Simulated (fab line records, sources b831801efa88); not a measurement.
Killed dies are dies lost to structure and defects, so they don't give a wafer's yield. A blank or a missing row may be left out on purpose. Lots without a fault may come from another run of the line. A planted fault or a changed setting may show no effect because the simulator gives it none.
Which tool did it? | flow sky130 | 10 lots, 30 wafers sampled, at 4 steps of a route of 708

WHAT THE GAUGES READ, wafer by wafer
SKY_CAPM_RS_MEAS_03: measures by four-point-probe.
lot  | measured     | on            | CAPM_TIN_RS (ohm/sq)
L532 | day 36 20:33 | film_metro-02 | 6.75 6.80 6.83
L533 | day 37 00:35 | film_metro-02 | 6.84 6.87 6.93
L539 | day 39 01:44 | film_metro-03 | 6.83 6.79 6.87
L540 | day 39 04:40 | film_metro-03 | 6.74 6.82 6.82
L545 | day 40 15:00 | film_metro-01 | 6.80 6.76 6.72
L546 | day 40 23:53 | film_metro-01 | 6.94 6.89 7.17
L549 | day 41 19:39 | film_metro-01 | 6.83 6.94 6.96
L552 | day 42 16:31 | film_metro-02 | 6.85 6.84 6.83
L553 | day 43 01:27 | film_metro-02 | 6.89 6.94 6.87
L554 | day 43 16:30 | film_metro-03 | 6.88 6.94 6.94

WHICH TOOL RAN EACH LOT (tool, then ch and the chambers of the sampled wafers, then the start)
lot  | SKY_METAL3_SPUTTER_03        | SKY_METAL3_SPUTTER_04        | SKY_CAPM_SPUTTER_02
L532 | pvd_sputter-04, day 36 20:16 | pvd_sputter-04, day 36 20:17 | pvd_sputter-03, day 36 20:25
L533 | pvd_sputter-03, day 37 00:20 | pvd_sputter-03, day 37 00:21 | pvd_sputter-04, day 37 00:29
L539 | pvd_sputter-04, day 39 01:25 | pvd_sputter-04, day 39 01:26 | pvd_sputter-02, day 39 01:34
L540 | pvd_sputter-03, day 39 04:24 | pvd_sputter-03, day 39 04:25 | pvd_sputter-02, day 39 04:33
L545 | pvd_sputter-03, day 40 14:42 | pvd_sputter-03, day 40 14:43 | pvd_sputter-04, day 40 14:51
L546 | pvd_sputter-03, day 40 23:35 | pvd_sputter-03, day 40 23:36 | pvd_sputter-02, day 40 23:44
L549 | pvd_sputter-04, day 41 19:23 | pvd_sputter-04, day 41 19:25 | pvd_sputter-03, day 41 19:32
L552 | pvd_sputter-03, day 42 16:13 | pvd_sputter-03, day 42 16:14 | pvd_sputter-04, day 42 16:23
L553 | pvd_sputter-01, day 43 01:11 | pvd_sputter-01, day 43 01:11 | pvd_sputter-03, day 43 01:20
L554 | pvd_sputter-01, day 43 16:13 | pvd_sputter-01, day 43 16:13 | pvd_sputter-03, day 43 16:22
- SKY_METAL3_SPUTTER_03: material Ti, target thk 5 nm, time 3.3 s.
- SKY_METAL3_SPUTTER_04: material TiN, target thk 70 nm, time 58.3 s.
- SKY_CAPM_SPUTTER_02: material TiN, target thk 200 nm, time 166.7 s.

THE ANSWER, worked out from the rows above alone
Rule: what is usual is taken from the lots themselves. Put in order of their means at a reading, lots are off if they are a third of the lots or fewer, leave a main group of 4 or more, and stand apart from it by a gap of 3 or more times the standard deviation of the main group's means; of several such gaps the widest counts. A main group whose means are all the same, to the digits that the tables above print for the reading, isn't used. A lot without any number at a reading at which 4 lots or more have one is off too. The other lots that the step has rows for count as sound.
No lot is off at any reading shown: from this, nothing can be told.

WHAT THE SIMULATOR HAD PUT IN
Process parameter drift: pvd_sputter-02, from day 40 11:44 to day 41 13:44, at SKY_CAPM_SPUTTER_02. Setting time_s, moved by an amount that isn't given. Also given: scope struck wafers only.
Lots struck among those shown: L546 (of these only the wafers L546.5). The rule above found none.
